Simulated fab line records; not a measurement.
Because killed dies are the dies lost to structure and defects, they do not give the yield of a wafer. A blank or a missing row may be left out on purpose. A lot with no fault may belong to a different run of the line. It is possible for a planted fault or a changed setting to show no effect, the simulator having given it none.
Which tool is to blame? / flow gf180mcu / 32 wafers from 11 lots sampled at 4 of the route's 602 steps

## WHAT THE GAUGES SHOWED, per wafer
GF_TOP_METAL_RS_MEAS_05: a four-point-probe measurement.
lot=L301; measured=day 27 07:25; on=filmMetro-04; TOP_METAL_ALCU_RS (ohm/sq)=0.0328 0.0329 0.0329
lot=L302; measured=day 27 12:34; on=filmMetro-02; TOP_METAL_ALCU_RS (ohm/sq)=0.0333 0.0333 0.0334
lot=L309; measured=day 29 19:36; on=filmMetro-04; TOP_METAL_ALCU_RS (ohm/sq)=0.0347 0.0326
lot=L311; measured=day 30 07:34; on=filmMetro-02; TOP_METAL_ALCU_RS (ohm/sq)=0.0329 0.0328 0.0330
lot=L314; measured=day 31 00:32; on=filmMetro-03; TOP_METAL_ALCU_RS (ohm/sq)=0.0335 0.0333 0.0337
lot=L318; measured=day 32 05:07; on=filmMetro-03; TOP_METAL_ALCU_RS (ohm/sq)=0.0332 0.0330 0.0333
lot=L319; measured=day 32 06:50; on=filmMetro-03; TOP_METAL_ALCU_RS (ohm/sq)=0.0337 0.0338 0.0334
lot=L320; measured=day 32 15:56; on=filmMetro-02; TOP_METAL_ALCU_RS (ohm/sq)=0.0338 0.0333 0.0332
lot=L321; measured=day 33 02:57; on=filmMetro-02; TOP_METAL_ALCU_RS (ohm/sq)=0.0331 0.0334 0.0334
lot=L322; measured=day 33 05:50; on=filmMetro-02; TOP_METAL_ALCU_RS (ohm/sq)=0.0328 0.0325 0.0328
lot=L323; measured=day 33 11:44; on=filmMetro-02; TOP_METAL_ALCU_RS (ohm/sq)=0.0329 0.0328 0.0330

## WHAT TOOL EACH LOT RAN ON (gives the tool, then ch and the chambers of the sampled wafers, and finally the start)
lot=L301; GF_V4_CMP_04=cmp-01 ch 1,2, day 23 10:56; GF_MIM_SPUTTER_01=pvdSputter-01, day 24 11:13; GF_TOP_METAL_SPUTTER_02=pvdSputter-03, day 27 07:17
lot=L302; GF_V4_CMP_04=cmp-02 ch 2,3, day 23 18:54; GF_MIM_SPUTTER_01=pvdSputter-01, day 24 17:52; GF_TOP_METAL_SPUTTER_02=pvdSputter-02, day 27 12:26
lot=L309; GF_V4_CMP_04=cmp-02 ch 0,2, day 26 06:49; GF_MIM_SPUTTER_01=pvdSputter-02, day 27 05:13; GF_TOP_METAL_SPUTTER_02=pvdSputter-03, day 29 19:31
lot=L311; GF_V4_CMP_04=cmp-02 ch 0,1,3, day 26 19:52; GF_MIM_SPUTTER_01=pvdSputter-04, day 27 18:11; GF_TOP_METAL_SPUTTER_02=pvdSputter-01, day 30 07:29
lot=L314; GF_V4_CMP_04=cmp-01 ch 1,2,3, day 27 15:55; GF_MIM_SPUTTER_01=pvdSputter-04, day 28 13:29; GF_TOP_METAL_SPUTTER_02=pvdSputter-01, day 31 00:24
lot=L318; GF_V4_CMP_04=cmp-02 ch 0,3, day 28 23:58; GF_MIM_SPUTTER_01=pvdSputter-02, day 29 20:43; GF_TOP_METAL_SPUTTER_02=pvdSputter-02, day 32 05:00
lot=L319; GF_V4_CMP_04=cmp-02 ch 0,2,3, day 29 03:36; GF_MIM_SPUTTER_01=pvdSputter-01, day 30 00:05; GF_TOP_METAL_SPUTTER_02=pvdSputter-02, day 32 06:43
lot=L320; GF_V4_CMP_04=cmp-01 ch 0,2,3, day 29 13:01; GF_MIM_SPUTTER_01=pvdSputter-01, day 30 09:47; GF_TOP_METAL_SPUTTER_02=pvdSputter-02, day 32 15:48
lot=L321; GF_V4_CMP_04=cmp-02 ch 0,1,2, day 30 00:41; GF_MIM_SPUTTER_01=pvdSputter-01, day 30 20:23; GF_TOP_METAL_SPUTTER_02=pvdSputter-01, day 33 02:50
lot=L322; GF_V4_CMP_04=cmp-02 ch 1,2,3, day 30 04:01; GF_MIM_SPUTTER_01=pvdSputter-04, day 31 00:02; GF_TOP_METAL_SPUTTER_02=pvdSputter-03, day 33 05:43
lot=L323; GF_V4_CMP_04=cmp-01 ch 1,2,3, day 30 10:44; GF_MIM_SPUTTER_01=pvdSputter-02, day 31 07:06; GF_TOP_METAL_SPUTTER_02=pvdSputter-02, day 33 11:38
- GF_V4_CMP_04: polishes SiO2.
- GF_MIM_SPUTTER_01: material TiN, target thk 30 nm, time 25 s.
- GF_TOP_METAL_SPUTTER_02: material AlCu, target thk 900 nm, time 47.82 s.

## THE ANSWER, worked out from the rows above alone
Rule: what is usual is taken from the lots themselves. Put in order of their means at a reading, lots are off if they are a third of the lots or fewer, leave a main group of 4 or more, and stand apart from it by a gap of 3 or more times the standard deviation of the main group's means; of several such gaps the widest counts. If all means in a main group match to the digits the tables above print for the reading, that group is not used. A lot without any number at a reading at which 4 lots or more have one is off too. Any other lot the step has rows for is counted as sound.
No lot is off on any of the readings shown, so nothing can be concluded from this.

## WHAT HAD BEEN PUT IN BY THE SIMULATOR
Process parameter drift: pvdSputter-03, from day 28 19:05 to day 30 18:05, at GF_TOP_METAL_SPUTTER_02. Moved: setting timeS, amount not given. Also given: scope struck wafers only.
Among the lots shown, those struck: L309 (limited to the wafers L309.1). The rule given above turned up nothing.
